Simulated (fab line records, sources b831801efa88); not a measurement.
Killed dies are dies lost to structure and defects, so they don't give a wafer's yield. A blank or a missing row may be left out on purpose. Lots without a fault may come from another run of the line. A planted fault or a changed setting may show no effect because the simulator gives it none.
Chamber matching | flow gf180mcu | GF_CONTACT_CMP_27 on cmp-02: 4 sister chambers
The step polishes, stops on SiO2, t overpolish 15 s, target thk 0 nm. 16 wafers are shown with their chamber, then 8 later ones without.

WAFERS WITH THEIR CHAMBER
wafer  | chamber | motor_current_A (A) | time_to_endpoint_s (s) | retaining_ring_pressure_frac
L127.1 | 0       | 14.0                | 71                     | 0.999
L127.5 | 2       | 10.1                | 67                     | 0.996
L127.6 | 3       | 9.3                 | 68                     | 1.001
L128.2 | 1       | 10.3                | 68                     | 1.000
L128.4 | 0       | 13.3                | 74                     | 1.004
L128.6 | 0       | 14.5                | 76                     | 1.001
L132.3 | 2       | 9.8                 | 71                     | 0.998
L132.4 | 3       | 9.0                 | 76                     | 0.999
L132.6 | 0       | 13.1                | 73                     | 1.001
L139.4 | 1       | 9.7                 | 69                     | 0.996
L139.5 | 3       | 8.9                 | 74                     | 0.999
L139.6 | 0       | 13.1                | 77                     | 1.002
L144.3 | 0       | 13.9                | 70                     | 1.001
L144.4 | 2       | 10.1                | 71                     | 1.001
L144.6 | 2       | 9.3                 | 71                     | 0.997
L145.1 | 0       | 13.1                | 69                     | 0.997

SIGNATURES (means of the wafers above)
reading                      | chamber 0 | chamber 1 | chamber 2 | chamber 3 | scatter within a chamber
motor_current_A              | 13.571    | 10.000    | 9.825     | 9.067     | 0.464
time_to_endpoint_s           | 72.86     | 68.50     | 70.00     | 72.67     | 2.92
retaining_ring_pressure_frac | 1.00071   | 0.99800   | 0.99800   | 0.99967   | 0.00212
Rule: a wafer's distance from a chamber is the root of the sum, over the readings, of the square of ((its reading less the chamber's mean) divided by the reading's scatter). The wafer belongs to the nearest chamber; if the next one is less than 2 further off, it can't be placed. The scatter: the root of (the sum of the squares of (reading less its chamber's mean) over the shown wafers, divided by (wafers less chambers)).

WAFERS WITHOUT THEIR CHAMBER
wafer  | motor_current_A (A) | time_to_endpoint_s (s) | retaining_ring_pressure_frac
L145.4 | 9.8                 | 65                     | 1.005
L145.6 | 8.7                 | 68                     | 1.004
L147.1 | 13.4                | 70                     | 0.989
L147.2 | 9.1                 | 67                     | 1.006
L147.4 | 9.3                 | 70                     | 0.998
L148.2 | 9.4                 | 73                     | 1.000
L148.5 | 9.9                 | 72                     | 1.004
L148.6 | 9.3                 | 72                     | 0.994

WHICH CHAMBER EACH WENT THROUGH
wafer  | from the rows above          | in truth
L145.4 | can't be placed: 1 or 2 or 3 | 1
L145.6 | can't be placed: 3 or 2 or 1 | 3
L147.1 | 0                            | 0
L147.2 | can't be placed: 3 or 2 or 1 | 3
L147.4 | can't be placed: 2 or 3 or 1 | 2
L148.2 | can't be placed: 3 or 2 or 1 | 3
L148.5 | can't be placed: 3 or 2 or 1 | 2
L148.6 | can't be placed: 2 or 1 or 3 | 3
Placed correctly: 1 of 8. Can't be placed from these rows: 7 (the true chamber is among the candidates in 7). Placed wrongly: 0.
